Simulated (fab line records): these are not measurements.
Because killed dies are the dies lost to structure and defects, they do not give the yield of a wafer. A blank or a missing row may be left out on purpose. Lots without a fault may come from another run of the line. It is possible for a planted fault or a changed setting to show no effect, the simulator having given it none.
Split-lot trial -- flow sky130 -- 5 lots, 23 wafers read, on a route of 708 steps

== ON THE SPLIT ==
At SKY_RES_XHIGH_IMPLANT_07, the setting doseCm2 was moved away from the recipe's 3.6e+14 on 5 of the 23 wafers read, by +4.6% to +5.9%. This setting was run at the recipe's value on the other wafers.

== THE PATH FROM SPLIT TO READING: the file shows 1 step between them ==
- SKY_RES_XHIGH_STRIP_08: strips in O2/N2

== THE READING ==
RES_XHIGH_TW, at SKY_RES_XHIGH_TW_MEAS_09. On this fab line, fault-free wafers typically give 1656 with a standard deviation of 8.

wafer,"tool, chamber at the split",doseCm2 as run,against the recipe,RES_XHIGH_TW,against lot-mates on the recipe
L074.1,"implanter-01, 0",3.6e+14,recipe,1644,-
L074.3,"implanter-01, 0",3.6e+14,recipe,1637,-
L074.4,"implanter-01, 0",3.6e+14,recipe,1648,-
L074.5,"implanter-01, 0",3.6e+14,recipe,1651,-
L074.6,"implanter-01, 0",3.6e+14,recipe,1644,-
L075.1,"implanter-02, 0",3.6e+14,recipe,1654,-
L075.3,"implanter-02, 0",3.6e+14,recipe,1661,-
L075.4,"implanter-02, 0",3.6e+14,recipe,1659,-
L075.5,"implanter-02, 0",3.6e+14,recipe,1654,-
L075.6,"implanter-02, 0",3.6e+14,recipe,1651,-
L078.2,"implanter-01, 0",3.766e+14,+4.6%,1692,+30
L078.3,"implanter-01, 0",3.766e+14,+4.6%,1679,+17
L078.4,"implanter-01, 0",3.766e+14,+4.6%,1697,+35
L078.5,"implanter-01, 0",3.6e+14,recipe,1657,-
L078.6,"implanter-01, 0",3.6e+14,recipe,1667,-
L079.1,"implanter-01, 0",3.6e+14,recipe,1657,-
L079.2,"implanter-01, 0",3.6e+14,recipe,1671,-
L079.3,"implanter-01, 0",3.6e+14,recipe,1661,-
L081.2,"implanter-04, 0",3.6e+14,recipe,1664,-
L081.3,"implanter-04, 0",3.812e+14,+5.9%,1697,+41
L081.4,"implanter-04, 0",3.6e+14,recipe,1656,-
L081.5,"implanter-04, 0",3.6e+14,recipe,1649,-
L081.6,"implanter-04, 0",3.812e+14,+5.9%,1697,+41

FIT RESULTS
A straight line over all 23 wafers: RES_XHIGH_TW changes by +7.33 for each +1% of doseCm2; r = +0.89; the points scatter about the line by 8.3.
The same after taking each lot's own level away (the mean of its wafers on the recipe; 23 wafers): +6.45 for each +1%; r = +0.93; scatter 5.6.
On that fit, the largest move of doseCm2 shifts the reading by 38.
The span of the lots' own levels, 1644.8 to 1663.0, comes to 2.3 times the standard deviation stated above.
So the lot-to-lot level changes the slope: the two fits differ.
Check: +36.9 against its lot-mates is what the line predicts for one of the wafers moved furthest among these (+5.9%) when that wafer is left out of the fit. It came out at +40.7 against them.

== OTHER SPLITS APPLIED TO THESE WAFERS ==
Other splits were also applied to these wafers ahead of the reading. Each is held against what the fit with the lots' levels taken away leaves over:
other split on the same wafers,wafers away from the commonest value,r with RES_XHIGH_TW (lot level and that fit taken away)
SKY_SONOS_ONO_EXPOSE_10 doseMj,6,-0.24
SKY_SONOS_ONO_ETCH_15 timeS,10,-0.17
SKY_RES_PROTECT_COAT_02 resistThkNm,8,+0.11
SKY_POLY_GATE_COAT_07 spinRpm,9,-0.08
SKY_POLY_GATE_DEVELOP_12 developTimeS,5,+0.13
SKY_LDD_N_IMPLANT_10 energyKev,9,-0.30
SKY_LDD_P_IMPLANT_09 doseCm2,8,-0.09
SKY_LDD_LDN_IMPLANT_08 energyKev,11,-0.14
SKY_SD_P_IMPLANT_09 energyKev,6,-0.02

== THE FILE'S OWN FIT ==
RES_XHIGH_TW changes by +6.51 for each +1% of doseCm2, r = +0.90.
